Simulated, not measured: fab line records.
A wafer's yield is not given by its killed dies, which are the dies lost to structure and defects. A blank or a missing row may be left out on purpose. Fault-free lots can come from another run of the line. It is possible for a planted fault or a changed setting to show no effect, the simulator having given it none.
Which tool was responsible? :: flow sky130 :: 14 lots with 42 wafers sampled at 4 steps, on a route of 708 steps

== WHAT EACH GAUGE READ, for each wafer ==
No reading from a measuring or inspecting step in the record can be judged against a usual standard deviation.

== WHICH TOOL RAN EACH LOT (tool, then ch and the chambers of the sampled wafers, then the start) ==
lot: L635
SKY_VIA1_ETCH_15: rie_diel-03 ch 2,3, day 33 06:25
SKY_METAL2_ETCH_18: rie_metal-03 ch 0,1, day 34 10:39
SKY_VIA2_EXPOSE_09: krf_scanner-01 ch 0, day 35 01:40
SKY_VIA2_CVD_21: cvd_w-02 ch 0, day 35 14:29

lot: L637
SKY_VIA1_ETCH_15: rie_diel-02 ch 1,2,3, day 34 05:07
SKY_METAL2_ETCH_18: rie_metal-04 ch 0,1, day 35 09:55
SKY_VIA2_EXPOSE_09: krf_scanner-02 ch 0, day 36 01:05
SKY_VIA2_CVD_21: cvd_w-02 ch 0,1, day 36 14:41

lot: L639
SKY_VIA1_ETCH_15: rie_diel-03 ch 2,3, day 35 22:04
SKY_METAL2_ETCH_18: rie_metal-04 ch 0,1, day 37 01:22
SKY_VIA2_EXPOSE_09: krf_scanner-02 ch 0, day 37 15:37
SKY_VIA2_CVD_21: cvd_w-01 ch 0,1, day 38 05:13

lot: L640
SKY_VIA1_ETCH_15: rie_diel-03 ch 0,1,3, day 36 04:28
SKY_METAL2_ETCH_18: rie_metal-02 ch 0,1, day 37 07:52
SKY_VIA2_EXPOSE_09: krf_scanner-01 ch 0, day 37 21:55
SKY_VIA2_CVD_21: cvd_w-01 ch 0,1, day 38 11:49

lot: L643
SKY_VIA1_ETCH_15: rie_diel-03 ch 0,1,2, day 36 11:37
SKY_METAL2_ETCH_18: rie_metal-02 ch 0,1, day 37 15:07
SKY_VIA2_EXPOSE_09: krf_scanner-02 ch 0, day 38 05:25
SKY_VIA2_CVD_21: cvd_w-01 ch 0,1, day 38 18:23

lot: L644
SKY_VIA1_ETCH_15: rie_diel-04 ch 1,2,3, day 36 19:20
SKY_METAL2_ETCH_18: rie_metal-04 ch 0,1, day 37 23:53
SKY_VIA2_EXPOSE_09: krf_scanner-02 ch 0, day 38 14:38
SKY_VIA2_CVD_21: cvd_w-01 ch 0,1, day 39 03:28

lot: L645
SKY_VIA1_ETCH_15: rie_diel-03 ch 0,1,3, day 37 08:14
SKY_METAL2_ETCH_18: rie_metal-03 ch 0,1, day 38 12:48
SKY_VIA2_EXPOSE_09: krf_scanner-02, day 39 02:10
SKY_VIA2_CVD_21: cvd_w-02 ch 0,1, day 39 15:40

lot: L647
SKY_VIA1_ETCH_15: rie_diel-02 ch 0,1,2, day 37 12:22
SKY_METAL2_ETCH_18: rie_metal-02 ch 0,1, day 38 15:55
SKY_VIA2_EXPOSE_09: krf_scanner-02, day 39 05:40
SKY_VIA2_CVD_21: cvd_w-02 ch 0,1, day 39 19:25

lot: L651
SKY_VIA1_ETCH_15: rie_diel-03 ch 0,1,3, day 39 09:20
SKY_METAL2_ETCH_18: rie_metal-03 ch 1, day 40 10:57
SKY_VIA2_EXPOSE_09: krf_scanner-02 ch 0, day 41 00:22
SKY_VIA2_CVD_21: cvd_w-01 ch 0,1, day 41 13:59

lot: L654
SKY_VIA1_ETCH_15: rie_diel-02 ch 0,1,2, day 39 20:16
SKY_METAL2_ETCH_18: rie_metal-04 ch 0,1, day 40 22:11
SKY_VIA2_EXPOSE_09: krf_scanner-02 ch 0, day 41 12:05
SKY_VIA2_CVD_21: cvd_w-02 ch 0,1, day 42 01:05

lot: L655
SKY_VIA1_ETCH_15: rie_diel-04 ch 0,1, day 40 14:28
SKY_METAL2_ETCH_18: rie_metal-04 ch 0,1, day 41 18:18
SKY_VIA2_EXPOSE_09: krf_scanner-02 ch 0, day 42 06:28
SKY_VIA2_CVD_21: cvd_w-02 ch 0,1, day 42 19:06

lot: L656
SKY_VIA1_ETCH_15: rie_diel-03 ch 1,2,3, day 40 23:25
SKY_METAL2_ETCH_18: rie_metal-03 ch 0,1, day 42 01:43
SKY_VIA2_EXPOSE_09: krf_scanner-02 ch 0, day 42 14:56
SKY_VIA2_CVD_21: cvd_w-02 ch 0,1, day 43 02:24

lot: L658
SKY_VIA1_ETCH_15: rie_diel-03 ch 0,3, day 41 00:17
SKY_METAL2_ETCH_18: rie_metal-04 ch 0, day 42 02:03
SKY_VIA2_EXPOSE_09: krf_scanner-02 ch 0, day 42 16:06
SKY_VIA2_CVD_21: cvd_w-02 ch 1, day 43 03:23

lot: L657
SKY_VIA1_ETCH_15: rie_diel-02 ch 0,1,2, day 41 04:31
SKY_METAL2_ETCH_18: rie_metal-03 ch 0,1, day 42 06:37
SKY_VIA2_EXPOSE_09: krf_scanner-01 ch 0, day 42 20:32
SKY_VIA2_CVD_21: cvd_w-02 ch 0,1, day 43 08:30
- SKY_VIA1_ETCH_15: etches SiO2 in C4F8/O2/Ar, stops on TiN, target depth 351 nm, time 54 s.
- SKY_METAL2_ETCH_18: etches BARC in N2/H2, stops on SiO2, time 45.9 s, target depth 60 nm.
- SKY_VIA2_EXPOSE_09: exposes mask VIM2, target cd 200 nm.
- SKY_VIA2_CVD_21: deposits W, target thk 420 nm, time 126.4 s.

== AS READ BY THE TOOLS THEMSELVES (means over the sampled wafers that have a number; for cases with no such wafer, the mark the record gives instead) ==
SKY_VIA1_ETCH_15.
lot: L635
tool: rie_diel-03
bias_w (W): 1195
oes_product_au (a.u.): 0.982

lot: L637
tool: rie_diel-02
bias_w (W): 1201
oes_product_au (a.u.): 0.980

lot: L639
tool: rie_diel-03
bias_w (W): 1199
oes_product_au (a.u.): 0.983

lot: L640
tool: rie_diel-03
bias_w (W): 1200
oes_product_au (a.u.): 0.978

lot: L643
tool: rie_diel-03
bias_w (W): 1201
oes_product_au (a.u.): 0.982

lot: L644
tool: rie_diel-04
bias_w (W): 1203
oes_product_au (a.u.): 0.987

lot: L645
tool: rie_diel-03
bias_w (W): 1199
oes_product_au (a.u.): 0.981

lot: L647
tool: rie_diel-02
bias_w (W): 1199
oes_product_au (a.u.): 0.984

lot: L651
tool: rie_diel-03
bias_w (W): 1202
oes_product_au (a.u.): 0.975

lot: L654
tool: rie_diel-02
bias_w (W): 1200
oes_product_au (a.u.): 0.982

lot: L655
tool: rie_diel-04
bias_w (W): 1201
oes_product_au (a.u.): 0.980

lot: L656
tool: rie_diel-03
bias_w (W): 1198
oes_product_au (a.u.): 0.983

lot: L658
tool: rie_diel-03
bias_w (W): 1200
oes_product_au (a.u.): 0.977

lot: L657
tool: rie_diel-02
bias_w (W): 1200
oes_product_au (a.u.): 0.979

SKY_METAL2_ETCH_18.
lot: L635
tool: rie_metal-03
bias_w (W): 100.15
drypump_motor_current_A (A): 5.39
oes_product_au (a.u.): 0.856
throttle_valve_pct (%): 13.225

lot: L637
tool: rie_metal-04
bias_w (W): 100.00
drypump_motor_current_A (A): 5.52
oes_product_au (a.u.): 0.853
throttle_valve_pct (%): 13.225

lot: L639
tool: rie_metal-04
bias_w (W): 100.01
drypump_motor_current_A (A): 5.39
oes_product_au (a.u.): 0.863
throttle_valve_pct (%): 13.222

lot: L640
tool: rie_metal-02
bias_w (W): 99.92
drypump_motor_current_A (A): 5.75
oes_product_au (a.u.): 0.858
throttle_valve_pct (%): 13.224

lot: L643
tool: rie_metal-02
bias_w (W): 100.19
drypump_motor_current_A (A): 5.49
oes_product_au (a.u.): 0.857
throttle_valve_pct (%): 13.221

lot: L644
tool: rie_metal-04
bias_w (W): 99.86
drypump_motor_current_A (A): 5.52
oes_product_au (a.u.): 0.855
throttle_valve_pct (%): 13.234

lot: L645
tool: rie_metal-03
bias_w (W): 99.99
drypump_motor_current_A (A): 5.39
oes_product_au (a.u.): 0.849
throttle_valve_pct (%): 13.232

lot: L647
tool: rie_metal-02
bias_w (W): 99.90
drypump_motor_current_A (A): 5.49
oes_product_au (a.u.): 0.855
throttle_valve_pct (%): 13.224

lot: L651
tool: rie_metal-03
bias_w (W): 100.05
drypump_motor_current_A (A): 5.29
oes_product_au (a.u.): 0.853
throttle_valve_pct (%): 13.229

lot: L654
tool: rie_metal-04
bias_w (W): 99.98
drypump_motor_current_A (A): 5.54
oes_product_au (a.u.): 0.857
throttle_valve_pct (%): 13.226

lot: L655
tool: rie_metal-04
bias_w (W): 99.77
drypump_motor_current_A (A): 5.53
oes_product_au (a.u.): 0.855
throttle_valve_pct (%): 13.230

lot: L656
tool: rie_metal-03
bias_w (W): 100.15
drypump_motor_current_A (A): 5.40
oes_product_au (a.u.): 0.849
throttle_valve_pct (%): 13.230

lot: L658
tool: rie_metal-04
bias_w (W): 100.01
drypump_motor_current_A (A): 5.67
oes_product_au (a.u.): 0.857
throttle_valve_pct (%): 13.228

lot: L657
tool: rie_metal-03
bias_w (W): 100.15
drypump_motor_current_A (A): 5.48
oes_product_au (a.u.): 0.849
throttle_valve_pct (%): 13.211

SKY_VIA2_EXPOSE_09.
lot: L635
tool: krf_scanner-01
exposure_dose_mJ_cm2: 38.00
focus_offset_nm (nm): 0.6

lot: L637
tool: krf_scanner-02
exposure_dose_mJ_cm2: 37.96
focus_offset_nm (nm): -0.2

lot: L639
tool: krf_scanner-02
exposure_dose_mJ_cm2: 38.00
focus_offset_nm (nm): -0.4

lot: L640
tool: krf_scanner-01
exposure_dose_mJ_cm2: 38.03
focus_offset_nm (nm): -0.7

lot: L643
tool: krf_scanner-02
exposure_dose_mJ_cm2: 37.99
focus_offset_nm (nm): 0.4

lot: L644
tool: krf_scanner-02
exposure_dose_mJ_cm2: 37.95
focus_offset_nm (nm): -0.4

lot: L645
tool: krf_scanner-02
exposure_dose_mJ_cm2: -
focus_offset_nm (nm): -

lot: L647
tool: krf_scanner-02
exposure_dose_mJ_cm2: -
focus_offset_nm (nm): -

lot: L651
tool: krf_scanner-02
exposure_dose_mJ_cm2: 38.00
focus_offset_nm (nm): -0.8

lot: L654
tool: krf_scanner-02
exposure_dose_mJ_cm2: 38.01
focus_offset_nm (nm): -0.3

lot: L655
tool: krf_scanner-02
exposure_dose_mJ_cm2: 38.00
focus_offset_nm (nm): 0.1

lot: L656
tool: krf_scanner-02
exposure_dose_mJ_cm2: 38.05
focus_offset_nm (nm): 0.2

lot: L658
tool: krf_scanner-02
exposure_dose_mJ_cm2: 38.00
focus_offset_nm (nm): -0.1

lot: L657
tool: krf_scanner-01
exposure_dose_mJ_cm2: 38.01
focus_offset_nm (nm): 0.0

SKY_VIA2_CVD_21.
lot: L635
tool: cvd_w-02
heater_power_w (W): 933

lot: L637
tool: cvd_w-02
heater_power_w (W): 969

lot: L639
tool: cvd_w-01
heater_power_w (W): 811

lot: L640
tool: cvd_w-01
heater_power_w (W): 803

lot: L643
tool: cvd_w-01
heater_power_w (W): 781

lot: L644
tool: cvd_w-01
heater_power_w (W): 777

lot: L645
tool: cvd_w-02
heater_power_w (W): 920

lot: L647
tool: cvd_w-02
heater_power_w (W): 933

lot: L651
tool: cvd_w-01
heater_power_w (W): 817

lot: L654
tool: cvd_w-02
heater_power_w (W): 935

lot: L655
tool: cvd_w-02
heater_power_w (W): 937

lot: L656
tool: cvd_w-02
heater_power_w (W): 932

lot: L658
tool: cvd_w-02
heater_power_w (W): 911

lot: L657
tool: cvd_w-02
heater_power_w (W): 917

== THE ANSWER, worked out from the rows above alone ==
Rule: the lots themselves supply what counts as usual. Put in order of their means at a reading, lots are off if they are a third of the lots or fewer, leave a main group of 4 or more, and stand apart from it by a gap of 3 or more times the standard deviation of the main group's means; of several such gaps the widest counts. The tables above print the reading to a certain number of digits; a main group whose means all agree to those digits is not used. Also off: a lot with no number at a reading for which 4 or more lots have one. The other lots that the step has rows for count as sound. The gauges are gone through in route order, then the tools' own readings, and for those a lot's mean is taken as printed above. The first step at which some lot is off is used, and at that step the reading that is off furthest; a lot without a number counts as furthest.
Off: L645, L647 (SKY_VIA2_EXPOSE_09, exposure_dose_mJ_cm2). Without a number there: L645, L647. Main group: mean 38.00, sd 0.025.
If a tool, at that step or one of the process steps before it, ran each lot that is off and ran no sound lot following the first of them, it fits. None of those tried fits.

== WHAT THE SIMULATOR HAD INSERTED ==
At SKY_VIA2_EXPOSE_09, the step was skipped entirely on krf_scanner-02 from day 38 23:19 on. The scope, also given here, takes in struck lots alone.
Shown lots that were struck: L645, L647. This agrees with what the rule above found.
